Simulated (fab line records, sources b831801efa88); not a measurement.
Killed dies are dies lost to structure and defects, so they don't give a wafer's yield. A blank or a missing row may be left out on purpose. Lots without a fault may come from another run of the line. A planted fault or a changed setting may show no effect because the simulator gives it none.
Which tool did it? | flow sky130 | 15 lots, 45 wafers sampled, at 4 steps of a route of 708

WHAT THE GAUGES READ, wafer by wafer
SKY_SONOS_ONO_THK_MEAS_03. Usual: SONOS_ONO_CVD_02_THK 10.38 nm, standard deviation 0.14.
lot  | measured     | on            | SONOS_ONO_CVD_02_THK (nm) | flag
L141 | day 11 20:17 | film_metro-01 | 10.16 10.19 10.14         |
L142 | day 12 03:37 | film_metro-03 | 10.23 10.25 10.38         |
L143 | day 12 07:40 | film_metro-03 | 10.22 10.30 10.17         |
L145 | day 12 18:27 | film_metro-01 | 10.22 10.31 10.25         |
L147 | day 13 08:28 | film_metro-03 | 10.28 10.43 10.24         |
L148 | day 13 19:39 | film_metro-03 | 10.39 10.32 10.25         |
L149 | day 13 23:42 | film_metro-04 | 10.36 10.31 10.31         |
L150 | day 14 09:37 | film_metro-03 | 10.42 10.35 10.30         |
L151 | day 14 14:01 | film_metro-01 | 10.43 10.34 10.37         |
L158 | day 17 01:32 | film_metro-03 | 10.44 10.39 10.41         |
L159 | day 17 07:03 | film_metro-01 | 10.30 10.33 10.38         |
L161 | day 17 22:31 | film_metro-04 | 10.48 10.27 10.53         |
L162 | day 18 08:02 | film_metro-01 | 10.19 10.31 10.21         |
L163 | day 18 18:45 | film_metro-01 | 10.27 10.29 10.35         |
L164 | day 19 00:10 | film_metro-01 | 10.48 10.43 10.49         |

SKY_SONOS_ONO_OVL_MEAS_14. Usual: SONOS_ONO_OVL -0.2 nm, standard deviation 1.5.
lot  | measured     | on         | SONOS_ONO_OVL (nm) | flag
L141 | day 12 22:19 | overlay-02 | -1.7 -2.5 -1.6     |
L142 | day 13 04:40 | overlay-02 | -0.3 1.3 -0.7      |
L143 | day 13 09:25 | overlay-01 | 2.6 2.9 1.9        |
L145 | day 13 20:25 | overlay-02 | -1.4 -1.2 -0.1     |
L147 | day 14 11:37 | overlay-02 | -1.0 -2.7 -0.9     |
L148 | day 14 22:46 | overlay-02 | -2.0 -1.1 -0.7     |
L149 | day 15 02:55 | overlay-01 | -3.9 -1.4 -3.7     |
L150 | day 15 12:58 | overlay-02 | 2.9 2.4 3.2        |
L151 | day 15 18:25 | overlay-02 | 0.1 0.6 -0.4       |
L158 | day 18 07:58 | overlay-02 | 0.1 -0.4 -0.6      |
L159 | day 18 14:31 | overlay-02 | -0.5 -2.3 -1.8     |
L161 | day 19 06:37 | overlay-02 | -2.2 -1.9 0.2      |
L162 | day 19 16:44 | overlay-02 | 0.7 -1.4 1.2       |
L163 | day 20 03:07 | overlay-01 | -1.1 -1.2 -1.3     |
L164 | day 20 08:19 | overlay-01 | -1.1 -1.9 -0.3     |

WHICH TOOL RAN EACH LOT (tool, then ch and the chambers of the sampled wafers, then the start)
lot  | SKY_VT_ADJUST_LVTN_STRIP_20          | SKY_SONOS_ONO_OXIDATION_00
L141 | plasma_asher-01 ch 0,1, day 8 00:15  | furnace-02 ch 0, day 11 16:50
L142 | plasma_asher-03 ch 0,1, day 8 05:35  | furnace-02 ch 0, day 11 23:30
L143 | plasma_asher-01 ch 0,1, day 8 09:29  | furnace-01 ch 0, day 12 03:01
L145 | plasma_asher-02 ch 0,1, day 8 20:26  | furnace-02 ch 0, day 12 14:49
L147 | plasma_asher-03 ch 0,1, day 9 11:05  | furnace-02, day 13 06:01
L148 | plasma_asher-02 ch 0,1, day 9 17:14  | furnace-02, day 13 14:46
L149 | plasma_asher-03 ch 0,1, day 9 22:11  | furnace-02, day 13 19:35
L150 | plasma_asher-01 ch 0,1, day 10 06:59 | furnace-01 ch 0, day 14 06:01
L151 | plasma_asher-03 ch 1, day 10 10:26   | furnace-01 ch 0, day 14 11:33
L158 | plasma_asher-01 ch 0,1, day 12 11:44 | furnace-02 ch 0, day 16 22:17
L159 | plasma_asher-02 ch 0, day 12 16:23   | furnace-01 ch 0, day 17 03:42
L161 | plasma_asher-03 ch 0,1, day 13 06:34 | furnace-01 ch 0, day 17 19:41
L162 | plasma_asher-02 ch 0,1, day 13 14:59 | furnace-01 ch 0, day 18 05:34
L163 | plasma_asher-01 ch 0,1, day 13 22:31 | furnace-02 ch 0, day 18 16:17
L164 | plasma_asher-02 ch 0,1, day 14 00:49 | furnace-02 ch 0, day 18 20:33
- SKY_VT_ADJUST_LVTN_STRIP_20: strips in O2/N2.
- SKY_SONOS_ONO_OXIDATION_00: stabilise 600 s, purge 300 s, target thk 2.6 nm.

WHAT THE TOOLS THEMSELVES READ (means of the sampled wafers that have a number; where no wafer has one, the mark that the record gives instead)
SKY_VT_ADJUST_LVTN_STRIP_20. Usual: drypump_motor_current_A 5.7 A, standard deviation 0.45; n2_flow_sccm 299.9 sccm, standard deviation 0.87; oes_product_au 0.715 a.u., standard deviation 0.0047; strip_time_to_endpoint_s 14.19 s, standard deviation 0.035.
lot  | tool            | drypump_motor_current_A (A) | n2_flow_sccm (sccm) | oes_product_au (a.u.) | strip_time_to_endpoint_s (s) | flag
L141 | plasma_asher-01 | 6.0                         | 299.7               | 0.716                 | 14.16                        |
L142 | plasma_asher-03 | 5.2                         | 299.4               | 0.715                 | 14.25                        |
L143 | plasma_asher-01 | 6.0                         | 300.1               | 0.713                 | 14.18                        |
L145 | plasma_asher-02 | 6.1                         | 299.4               | 0.716                 | 14.20                        |
L147 | plasma_asher-03 | 5.2                         | 300.1               | 0.714                 | 14.15                        |
L148 | plasma_asher-02 | 6.1                         | 300.1               | 0.717                 | 14.26                        |
L149 | plasma_asher-03 | 5.3                         | 299.7               | 0.723                 | 14.17                        |
L150 | plasma_asher-01 | 6.0                         | 300.4               | 0.717                 | 14.16                        |
L151 | plasma_asher-03 | 5.2                         | 300.3               | 0.715                 | 14.23                        |
L158 | plasma_asher-01 | 6.0                         | 300.4               | 0.715                 | 14.20                        |
L159 | plasma_asher-02 | 5.6                         | 299.8               | 0.711                 | 14.18                        |
L161 | plasma_asher-03 | 5.3                         | 298.8               | 0.715                 | 14.20                        |
L162 | plasma_asher-02 | 6.1                         | 299.9               | 0.715                 | 14.22                        |
L163 | plasma_asher-01 | 6.0                         | 300.0               | 0.714                 | 14.17                        |
L164 | plasma_asher-02 | 6.1                         | 299.9               | 0.716                 | 14.17                        |

SKY_SONOS_ONO_OXIDATION_00. Usual: ox_temp_c 800.1 C, standard deviation 0.31; ox_temp_c_max 803.6, standard deviation 0.81; spike_tc_top_C 810.2 C, standard deviation 1.3; tube_center_temp_C_max 802.0, standard deviation 0.34; zone_power_bottom_pct 22.0 %, standard deviation 0.33; zone_power_upper_pct 13.2 %, standard deviation 0.68.
lot  | tool       | ox_temp_c (C) | ox_temp_c_max | spike_tc_top_C (C) | tube_center_temp_C_max | zone_power_bottom_pct (%) | zone_power_upper_pct (%) | flag
L141 | furnace-02 | 800.0         | 803.4         | 809.7              | 802.2                  | 22.2                      | 13.8                     |
L142 | furnace-02 | 800.1         | 803.1         | 809.6              | 802.2                  | 22.2                      | 13.7                     |
L143 | furnace-01 | 799.9         | 803.9         | 811.0              | 802.1                  | 21.6                      | 12.5                     |
L145 | furnace-02 | 799.8         | 803.2         | 809.4              | 801.9                  | 22.1                      | 13.8                     |
L147 | furnace-02 | -             | -             | -                  | -                      | -                         | -                        | OFF
L148 | furnace-02 | -             | -             | -                  | -                      | -                         | -                        | OFF
L149 | furnace-02 | -             | -             | -                  | -                      | -                         | -                        | OFF
L150 | furnace-01 | 799.9         | 804.2         | 811.0              | 801.9                  | 21.5                      | 12.5                     |
L151 | furnace-01 | 800.4         | 804.5         | 811.3              | 801.9                  | 21.8                      | 12.4                     |
L158 | furnace-02 | 800.0         | 803.2         | 809.4              | 802.1                  | 22.2                      | 13.8                     |
L159 | furnace-01 | 799.9         | 804.4         | 811.3              | 802.0                  | 21.7                      | 12.4                     |
L161 | furnace-01 | 800.1         | 804.5         | 811.6              | 802.1                  | 21.7                      | 12.5                     |
L162 | furnace-01 | 799.9         | 804.5         | 810.1              | 801.8                  | 21.6                      | 12.5                     |
L163 | furnace-02 | 800.0         | 803.1         | 810.3              | 801.9                  | 22.3                      | 13.9                     |
L164 | furnace-02 | 800.4         | 803.5         | 809.1              | 802.0                  | 22.4                      | 13.9                     |

THE ANSWER, worked out from the rows above alone
Rule: a lot is off if the mean of its wafers that have a number lies more than 3 standard deviations from the usual mean. A lot without any number at a reading at which 4 lots or more have one is off too. The other lots that the step has rows for count as sound. The gauges are gone through in route order, then the tools' own readings, and for those a lot's mean is taken as printed above. The first step at which some lot is off is used, and at that step the reading that is off furthest; a lot without a number counts as furthest.
Off: L147, L148, L149, at SKY_SONOS_ONO_OXIDATION_00 (ox_temp_c). Without a number there: L147, L148, L149.
A tool fits if, at that step or a process step before it, it ran every lot that is off, and no sound lot after the first of them. None of those tried fits.

WHAT THE SIMULATOR HAD PUT IN
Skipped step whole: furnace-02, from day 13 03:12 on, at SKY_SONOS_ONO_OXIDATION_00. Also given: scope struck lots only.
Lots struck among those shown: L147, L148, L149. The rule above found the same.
